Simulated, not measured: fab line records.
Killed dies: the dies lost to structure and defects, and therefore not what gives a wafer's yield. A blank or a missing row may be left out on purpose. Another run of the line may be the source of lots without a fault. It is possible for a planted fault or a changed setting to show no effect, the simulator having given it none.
Which of the tools did it? | flow gf180mcu | 33 wafers from 11 lots sampled at 5 of the route's 602 steps

== WHAT THE GAUGES SHOWED, per wafer ==
GF_POLY_GATE_CD_MEAS_10: the cd target is 280 nm.
lot  | measured     | on        | cd-nm (nm)
L466 | day 9 16:13  | cd-sem-01 | 277.8 278.7 277.8
L469 | day 10 07:06 | cd-sem-01 | 280.2 281.1 280.4
L470 | day 10 12:13 | cd-sem-02 | 280.1 280.0 281.3
L472 | day 11 05:56 | cd-sem-02 | 280.0 280.4 280.2
L473 | day 11 11:48 | cd-sem-02 | 278.5 278.6 279.9
L474 | day 11 19:35 | cd-sem-01 | 279.0 279.3 279.3
L483 | day 14 08:57 | cd-sem-02 | 279.5 280.7 279.2
L484 | day 14 19:00 | cd-sem-01 | 280.3 280.5 279.7
L485 | day 15 00:41 | cd-sem-02 | 280.4 280.0 279.6
L486 | day 15 09:16 | cd-sem-02 | 278.3 278.9 278.5
L488 | day 15 21:50 | cd-sem-02 | 279.8 280.2 281.2

GF_HV_LDD_CD_MEAS_19: the cd target is 400 nm.
lot  | measured     | on        | cd-nm (nm)
L466 | day 11 06:13 | cd-sem-02 | 397.3 397.9 396.2
L469 | day 11 21:19 | cd-sem-02 | 399.9 402.0 400.0
L470 | day 12 03:47 | cd-sem-02 | 399.0 399.0 399.4
L472 | day 12 22:08 | cd-sem-01 | 401.4 401.2 400.8
L473 | day 13 05:48 | cd-sem-02 | 399.9 401.7 402.4
L474 | day 13 12:24 | cd-sem-02 | - - -
L483 | day 16 05:52 | cd-sem-02 | 401.5 399.1 397.8
L484 | day 16 20:26 | cd-sem-01 | 402.6 403.1 405.5
L485 | day 17 00:19 | cd-sem-01 | 396.0 396.6 395.7
L486 | day 17 09:00 | cd-sem-02 | 404.1 403.9 401.1
L488 | day 17 22:24 | cd-sem-01 | 397.7 397.1 395.7

GF_HV_LDD_TW_MEAS_23.
lot  | measured     | on            | HV_LDD_2_TW
L466 | day 11 06:37 | film-metro-02 | 1070 1069 1068
L469 | day 11 21:41 | film-metro-02 | 1067 1071 1072
L470 | day 12 04:10 | film-metro-02 | 1070 1066 1064
L472 | day 12 22:33 | film-metro-02 | 1069 1068 1076
L473 | day 13 06:11 | film-metro-02 | 1070 1070 1067
L474 | day 13 12:49 | film-metro-01 | 30 30 30
L483 | day 16 06:16 | film-metro-03 | 1064 1060 1053
L484 | day 16 20:50 | film-metro-02 | 1077 1069 1072
L485 | day 17 00:43 | film-metro-01 | 1060 1060 1058
L486 | day 17 09:24 | film-metro-02 | 1072 1071 1072
L488 | day 17 22:48 | film-metro-03 | 1065 1064 1060

== TOOL THAT RAN EACH LOT (tool first, then ch and the chambers of the sampled wafers, then the start) ==
lot  | GF_HV_LDD_EXPOSE_16                 | GF_HV_LDD_STRIP_22
L466 | iline-stepper-01 ch 0, day 10 21:11 | plasma-asher-01 ch 0,1, day 11 06:30
L469 | iline-stepper-01 ch 0, day 11 12:23 | plasma-asher-02 ch 0,1, day 11 21:35
L470 | iline-stepper-01 ch 0, day 11 18:20 | plasma-asher-04 ch 0,1, day 12 04:05
L472 | iline-stepper-02 ch 0, day 12 12:35 | plasma-asher-02 ch 0,1, day 12 22:27
L473 | iline-stepper-01 ch 0, day 12 19:35 | plasma-asher-01 ch 0,1, day 13 06:05
L474 | iline-stepper-01 ch 0, day 13 02:30 | plasma-asher-02 ch 0,1, day 13 12:43
L483 | iline-stepper-02 ch 0, day 15 19:17 | plasma-asher-02 ch 0,1, day 16 06:10
L484 | iline-stepper-01 ch 0, day 16 09:01 | plasma-asher-04 ch 0,1, day 16 20:44
L485 | iline-stepper-01 ch 0, day 16 12:35 | plasma-asher-01 ch 1, day 17 00:37
L486 | iline-stepper-01 ch 0, day 16 21:37 | plasma-asher-04 ch 0,1, day 17 09:17
L488 | iline-stepper-02 ch 0, day 17 10:41 | plasma-asher-01 ch 0,1, day 17 22:42
- GF_HV_LDD_EXPOSE_16: exposes mask Pplus LV AREA, target cd 400 nm.
- GF_HV_LDD_STRIP_22: strips in O2/N2.

== WHAT THE TOOLS THEMSELVES READ (means of the sampled wafers that have a number; where no wafer has one, the mark that the record gives instead) ==
GF_HV_LDD_EXPOSE_16.
lot  | tool             | exposure-dose-mJ-cm2
L466 | iline-stepper-01 | 139.97
L469 | iline-stepper-01 | 139.84
L470 | iline-stepper-01 | 140.06
L472 | iline-stepper-02 | 140.05
L473 | iline-stepper-01 | 139.96
L474 | iline-stepper-01 | 139.95
L483 | iline-stepper-02 | 140.01
L484 | iline-stepper-01 | 139.94
L485 | iline-stepper-01 | 139.82
L486 | iline-stepper-01 | 140.08
L488 | iline-stepper-02 | 140.05

GF_HV_LDD_STRIP_22.
lot  | tool            | drypump-motor-current-A (A) | heater-power-w (W) | oes-product-au (a.u.) | strip-time-to-endpoint-s (s)
L466 | plasma-asher-01 | 5.2                         | 324                | 0.713                 | 12.62
L469 | plasma-asher-02 | 6.0                         | 345                | 0.714                 | 12.61
L470 | plasma-asher-04 | 5.0                         | 353                | 0.715                 | 12.61
L472 | plasma-asher-02 | 6.0                         | 347                | 0.715                 | 12.66
L473 | plasma-asher-01 | 5.3                         | 347                | 0.715                 | 12.60
L474 | plasma-asher-02 | 6.0                         | 343                | 0.715                 | 12.64
L483 | plasma-asher-02 | 6.3                         | 352                | 0.716                 | 12.63
L484 | plasma-asher-04 | 5.0                         | 347                | 0.717                 | 12.69
L485 | plasma-asher-01 | 5.4                         | 373                | 0.712                 | 12.64
L486 | plasma-asher-04 | 5.0                         | 353                | 0.714                 | 12.62
L488 | plasma-asher-01 | 5.2                         | 319                | 0.715                 | 12.67

== THE ANSWER, worked out from the rows above alone ==
Rule: what is usual is taken from the lots themselves. The widest of any qualifying gaps counts: lots, ordered by their means at a reading, are off when they make up no more than a third of the lots, leave a main group of 4 or more, and stand apart from it by 3 or more times the standard deviation of that group's means. Not used: any main group whose means are identical at the precision the tables above print for the reading. A lot without any number at a reading at which 4 lots or more have one is off too. Any other lot the step has rows for is counted as sound. Order of review: gauges by route order, followed by the tools' own readings, for which a lot's mean as printed above is used. At the first step where some lot is off, the reading lying furthest off is the one used; lots without a number count as furthest.
Off at GF_HV_LDD_CD_MEAS_19 (cd-nm): L474. Without a number there: L474. For the main group the mean is 399.9 nm and the standard deviation 2.5.
If a tool, at a process step before that reading, ran all the lots that are off and no sound lot after the first of them, it fits. Not tried: the gauges at GF_HV_LDD_CD_MEAS_19; whatever is off there is also off at GF_HV_LDD_TW_MEAS_23, on other tools, and gauge error can't account for it. Not one of the candidates tried fits.

== WHAT THE SIMULATOR PUT IN ==
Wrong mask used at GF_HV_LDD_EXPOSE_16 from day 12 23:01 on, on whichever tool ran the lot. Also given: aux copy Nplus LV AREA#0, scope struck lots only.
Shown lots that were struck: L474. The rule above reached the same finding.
